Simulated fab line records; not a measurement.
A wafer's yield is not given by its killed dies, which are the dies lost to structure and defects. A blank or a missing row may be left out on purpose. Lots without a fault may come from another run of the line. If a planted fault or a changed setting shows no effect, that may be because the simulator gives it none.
fab line records	flow gf180mcu
record: lots: 15	wafers: 45	lastDay: 34
route steps=602 shown HV_LDD@233 NSD@242 PSD@252 CONTACT@310
lots that met no fault: taken from a fault-free run of the same line
startH: hours from the record's first day to the start of the lot's first wafer shown	waitH: how many hours have passed since the lot's step before this one	" repeats the value in the row above	L1.1+2: a row that stands for several wafers	- no value, or no start given	* or withheld: withheld	< > ~ a bound
route shown NAME@n: names a module that has steps shown in the file, with the first one's number in the route	usual: mean/standard deviation of fault-free wafers	same: alike in all rows	chamber/n: place in a boat	sites: per-site readings	_std_site: their standard deviation	_edge_site: outer sites' mean less inner sites'	radiusMm: for every site, how far away it sits from the centre of the wafer	mask NAME#n: copy n	behind: the tool/chamber that last shaped the wafer	hold: reason for holding the lot/hours on hold/outcome of the hold	device: the n, p or np transistor that did not switch	end of line: at the end of the route, the tests of the same wafers	step lacking rows: just its recipe	killed: dies lost to structure and defects at the first sort, not the wafer's yield	map: the dies of a wafer, with x for killed, . for not killed, _ for no die there
set.NAME: the run value of the setting; set.NAME@STEP: its run value at that earlier step	model.NAME: the simulator's own value behind a step, which no gauge read
one table for each step of the route and one row for each wafer, over a sample of lots
services: when a tool's chamber went out of use (startH, in hours from the record's first day, below 0 if earlier), for how many hours, and the reason
== steps ==
step: GF_HV_LDD_THK_MEAS_57
recipe: reads: Si3N4_of_HV_LDD_CVD_56
usual: HV_LDD_CVD_56_THK: 89.6/0.74
lot.wafer	tool	chamber	startH	waitH	HV_LDD_CVD_56_THK[nm]
L962.4	filmMetro-03	-	271.23	0.0	90.3
L962.5	"	-	"	"	90.2
L962.6	"	-	"	"	89.8
L963.4	filmMetro-03	-	285.17	0.0	91.2
L963.5	"	-	"	"	90.1
L963.6	"	-	"	"	90.3
L964.2	filmMetro-02	-	292.73	0.0	89.3
L964.3	"	-	"	"	89.5
L964.4	"	-	"	"	88.7
L965.1	filmMetro-03	-	296.41	0.0	88.7
L965.2	"	-	"	"	88.8
L965.6	"	-	"	"	89.4
L968.1	filmMetro-01	-	318.89	0.0	90.3
L968.4	"	-	"	"	89.4
L968.6	"	-	"	"	88.8
L971.1	filmMetro-02	-	346.16	0.0	89.3
L971.3	"	-	"	"	88.7
L971.4	"	-	"	"	89.6
L972.1	filmMetro-02	-	357.49	0.0	90.3
L972.3	"	-	"	"	89.9
L972.5	"	-	"	"	90.2
L973.3	filmMetro-03	-	365.72	0.0	89.0
L973.5	"	-	"	"	88.9
L973.6	"	-	"	"	88.2
L974.1	filmMetro-01	-	372.90	0.0	89.9
L974.4	"	-	"	"	89.7
L974.6	"	-	"	"	89.0
L975.1	filmMetro-01	-	382.05	0.0	89.6
L975.2	"	-	"	"	89.8
L975.4	"	-	"	"	90.0
L979.2	filmMetro-03	-	414.37	0.0	89.3
L979.4	"	-	"	"	89.3
L979.5	"	-	"	"	88.9
L980.4	filmMetro-01	-	420.53	0.0	89.8
L980.5	"	-	"	"	89.9
L980.6	"	-	"	"	90.6
L981.3	filmMetro-03	-	431.47	0.0	88.8
L981.5	"	-	"	"	88.7
L981.6	"	-	"	"	89.4
L982.1	filmMetro-02	-	432.88	0.0	89.6
L982.2	"	-	"	"	89.9
L982.6	"	-	"	"	90.1
L983.1	filmMetro-03	-	443.41	0.0	89.0
L983.2	"	-	"	"	90.1
L983.3	"	-	"	"	89.2
step: GF_NSD_CD_MEAS_07
recipe: targetCdNm: 400
usual: cdNm: 400.2/2.8
lot.wafer	tool	chamber	startH	waitH	cdNm
L962.4	cdSem-02	-	291.17	0.1	402.4
L962.5	"	-	"	"	404.0
L962.6	"	-	"	"	401.3
L963.4	cdSem-01	-	305.49	0.1	400.5
L963.5	"	-	"	"	399.6
L963.6	"	-	"	"	399.5
L964.2	cdSem-02	-	313.52	0.1	399.1
L964.3	"	-	"	"	396.2
L964.4	"	-	"	"	399.5
L965.1	cdSem-02	-	316.36	0.1	399.0
L965.2	"	-	"	"	398.3
L965.6	"	-	"	"	397.5
L968.1	cdSem-01	-	339.93	0.1	395.7
L968.4	"	-	"	"	396.8
L968.6	"	-	"	"	396.2
L971.1	cdSem-02	-	367.08	0.1	404.7
L971.3	"	-	"	"	402.8
L971.4	"	-	"	"	401.7
L972.1	cdSem-01	-	379.43	0.1	395.3
L972.3	"	-	"	"	397.6
L972.5	"	-	"	"	394.6
L973.3	cdSem-02	-	387.74	0.1	398.3
L973.5	"	-	"	"	396.8
L973.6	"	-	"	"	397.4
L974.1	cdSem-02	-	394.74	0.1	403.0
L974.4	"	-	"	"	401.6
L974.6	"	-	"	"	401.9
L975.1	cdSem-01	-	404.83	0.1	402.1
L975.2	"	-	"	"	401.6
L975.4	"	-	"	"	401.8
L979.2	cdSem-01	-	437.72	0.1	401.3
L979.4	"	-	"	"	402.4
L979.5	"	-	"	"	403.0
L980.4	cdSem-01	-	444.56	0.1	398.5
L980.5	"	-	"	"	396.7
L980.6	"	-	"	"	397.8
L981.3	cdSem-01	-	454.34	0.1	400.4
L981.5	"	-	"	"	401.3
L981.6	"	-	"	"	399.8
L982.1	cdSem-02	-	457.23	0.1	398.7
L982.2	"	-	"	"	401.1
L982.6	"	-	"	"	402.1
L983.1	cdSem-02	-	466.70	0.1	398.7
L983.2	"	-	"	"	398.7
L983.3	"	-	"	"	398.4
step: GF_PSD_EXPOSE_04
recipe: maskId: Pplus	targetCdNm: 400	na: 0.6	sourceShape: conventional	sigmaOuter: 0.6	doseMj: 140
usual: exposureDoseMJCm2: 139.98/0.15	focusOffsetNm: 0.2/0.46	reticleTempC: 22.98/0.096
lot.wafer	tool	chamber	startH	waitH	mask	exposureDoseMJCm2	focusOffsetNm	reticleTempC
L962.4	ilineStepper-01	0	301.73	-	Pplus#0	139.78	0.8	23.06
L962.5	"	0	"	"	Pplus#0	139.96	0.0	23.24
L962.6	"	0	"	"	Pplus#0	139.90	0.1	23.19
L963.4	ilineStepper-01	0	316.11	-	Pplus#0	140.00	-0.4	22.87
L963.5	"	0	"	"	Pplus#0	139.96	-0.8	22.92
L963.6	"	0	"	"	Pplus#0	140.18	0.1	23.11
L964.2	ilineStepper-01	0	324.26	-	Pplus#0	140.10	0.0	22.93
L964.3	"	0	"	"	Pplus#0	140.11	0.1	23.03
L964.4	"	0	"	"	Pplus#0	139.98	0.8	22.98
L965.1	ilineStepper-02	0	327.66	-	Pplus#0	139.80	-0.2	22.97
L965.2	"	0	"	"	Pplus#0	139.95	0.0	22.90
L965.6	"	0	"	"	Pplus#0	139.77	-0.3	22.84
L968.1	ilineStepper-02	0	351.10	-	Pplus#0	140.00	0.4	22.89
L968.4	"	0	"	"	Pplus#0	140.07	0.3	22.88
L968.6	"	0	"	"	Pplus#0	140.03	-0.1	22.99
L971.1	ilineStepper-01	0	378.55	-	Pplus#0	140.06	0.5	22.98
L971.3	"	0	"	"	Pplus#0	140.14	-0.3	23.08
L971.4	"	0	"	"	Pplus#0	140.35	-0.2	23.23
L972.1	ilineStepper-02	0	391.27	-	Pplus#0	140.13	0.4	23.05
L972.3	"	0	"	"	Pplus#0	140.17	0.3	22.96
L972.5	"	0	"	"	Pplus#0	140.13	0.2	22.96
L973.3	ilineStepper-01	0	399.82	-	Pplus#0	140.15	-0.8	23.05
L973.5	"	0	"	"	Pplus#0	140.09	-0.7	23.02
L973.6	"	0	"	"	Pplus#0	140.21	0.1	23.14
L974.1	ilineStepper-02	0	406.77	-	Pplus#0	139.91	-0.6	22.96
L974.4	"	0	"	"	Pplus#0	139.92	-0.2	23.10
L974.6	"	0	"	"	Pplus#0	140.09	-0.5	22.92
L975.1	ilineStepper-02	0	416.50	-	Pplus#0	140.13	0.6	22.89
L975.2	"	0	"	"	Pplus#0	139.93	-0.3	22.92
L975.4	"	0	"	"	Pplus#0	140.31	0.0	22.74
L979.2	ilineStepper-01	-	450.67	-	Pplus#0	-	-	-
L979.4	"	-	"	"	Pplus#0	-	-	-
L979.5	"	-	"	"	Pplus#0	-	-	-
L980.4	ilineStepper-01	-	457.21	-	Pplus#0	-	-	-
L980.5	"	-	"	"	Pplus#0	-	-	-
L980.6	"	-	"	"	Pplus#0	-	-	-
L981.3	ilineStepper-01	-	466.44	-	Pplus#0	-	-	-
L981.5	"	-	"	"	Pplus#0	-	-	-
L981.6	"	-	"	"	Pplus#0	-	-	-
L982.1	ilineStepper-01	0	469.15	-	Pplus#0	139.76	-0.1	23.05
L982.2	"	0	"	"	Pplus#0	139.90	1.2	23.07
L982.6	"	0	"	"	Pplus#0	139.78	0.8	22.91
L983.1	ilineStepper-02	0	479.81	-	Pplus#0	139.95	0.0	23.06
L983.2	"	0	"	"	Pplus#0	140.04	1.5	22.92
L983.3	"	0	"	"	Pplus#0	140.02	0.7	22.93
step: GF_CONTACT_SPUTTER_23
recipe: material: TiN	targetThkNm: 10	chamberPressurePa: 5	powerW: 4000	timeS: 40
usual: throttleValvePct: 30.0/0.92
lot.wafer	tool	chamber	startH	waitH	throttleValvePct
L962.4	pvdSputter-02	-	356.88	0.0	29.6
L962.5	"	-	"	"	29.4
L962.6	"	-	"	"	29.8
L963.4	pvdSputter-03	-	371.91	0.0	29.7
L963.5	"	-	"	"	28.5
L963.6	"	-	"	"	31.7
L964.2	pvdSputter-02	-	380.81	0.0	29.8
L964.3	"	-	"	"	29.7
L964.4	"	-	"	"	31.3
L965.1	pvdSputter-03	-	383.71	0.0	28.9
L965.2	"	-	"	"	29.6
L965.6	"	-	"	"	29.6
L968.1	pvdSputter-04	-	408.66	0.0	29.3
L968.4	"	-	"	"	31.5
L968.6	"	-	"	"	29.0
L971.1	pvdSputter-03	-	439.63	0.0	30.2
L971.3	"	-	"	"	29.8
L971.4	"	-	"	"	31.6
L972.1	pvdSputter-02	-	453.36	0.0	29.6
L972.3	"	-	"	"	29.8
L972.5	"	-	"	"	29.2
L973.3	pvdSputter-02	-	462.21	0.0	29.7
L973.5	"	-	"	"	31.1
L973.6	"	-	"	"	29.6
L974.1	pvdSputter-02	-	469.36	0.0	29.5
L974.4	"	-	"	"	31.4
L974.6	"	-	"	"	29.6
L975.1	pvdSputter-02	-	479.77	0.0	29.4
L975.2	"	-	"	"	31.2
L975.4	"	-	"	"	29.5
L979.2	pvdSputter-02	-	512.43	0.0	29.3
L979.4	"	-	"	"	31.5
L979.5	"	-	"	"	30.0
L980.4	pvdSputter-02	-	519.33	0.0	29.8
L980.5	"	-	"	"	29.5
L980.6	"	-	"	"	29.7
L981.3	pvdSputter-04	-	527.71	0.0	29.7
L981.5	"	-	"	"	31.7
L981.6	"	-	"	"	29.4
L982.1	pvdSputter-04	-	532.26	0.0	31.5
L982.2	"	-	"	"	29.6
L982.6	"	-	"	"	29.7
L983.1	pvdSputter-02	-	543.09	0.0	29.5
L983.2	"	-	"	"	31.4
L983.3	"	-	"	"	29.7
== services ==
tool	chamber	startH	hours	kind
ilineStepper-01	-	308.18	1.7	pm
ilineStepper-01	-	330.32	2.1	pm
ilineStepper-01	-	332.40	-	consumableReplace:lamp
ilineStepper-02	-	362.56	1.7	pm
ilineStepper-01	-	376.87	1.3	repair
pvdSputter-04	-	381.56	6.6	repair
ilineStepper-01	-	394.43	2.8	repair
pvdSputter-04	-	398.23	2.0	repair
pvdSputter-02	-	400.02	2.0	repair
ilineStepper-02	-	409.15	1.3	repair
pvdSputter-04	-	430.73	1.4	repair
ilineStepper-02	0	490.37	-	calibration
ilineStepper-01	0	491.10	-	calibration
ilineStepper-01	-	526.36	1.7	pm
pvdSputter-03	-	528.77	2.3	repair
== key ==
firstSign: step: GF_PSD_EXPOSE_04	reading: toolRecord	direction: missing
effect none on later readings
metAt GF_PSD_EXPOSE_04
struckLots L979,L980,L981
sortLeftOut L979.2,L979.4,L979.5,L980.4,L980.5,L980.6,L981.3,L981.5,L981.6
testerLeftOut L979,L980,L981
notActingAt GF_HV_LDD_THK_MEAS_57,GF_NSD_CD_MEAS_07,GF_CONTACT_SPUTTER_23
onsetBetween 399.82 450.67
fault: kind: skippedStepWhole	tool: ilineStepper-01	chamber: -	onsetH: 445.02	steps: GF_PSD_EXPOSE_04	scope: struckLotsOnly
testerLeftOut: of these lots the tester's yield and bins aren't shown, on N5 and GAA mostly nor the transistor test; their killed dies are dies lost to structure and defects alone, not to doping, threshold or leakage, so they don't give the yield
sortLeftOut: the simulated sort isn't trusted on such a fault, so these wafers' sort isn't shown, and their yield isn't known
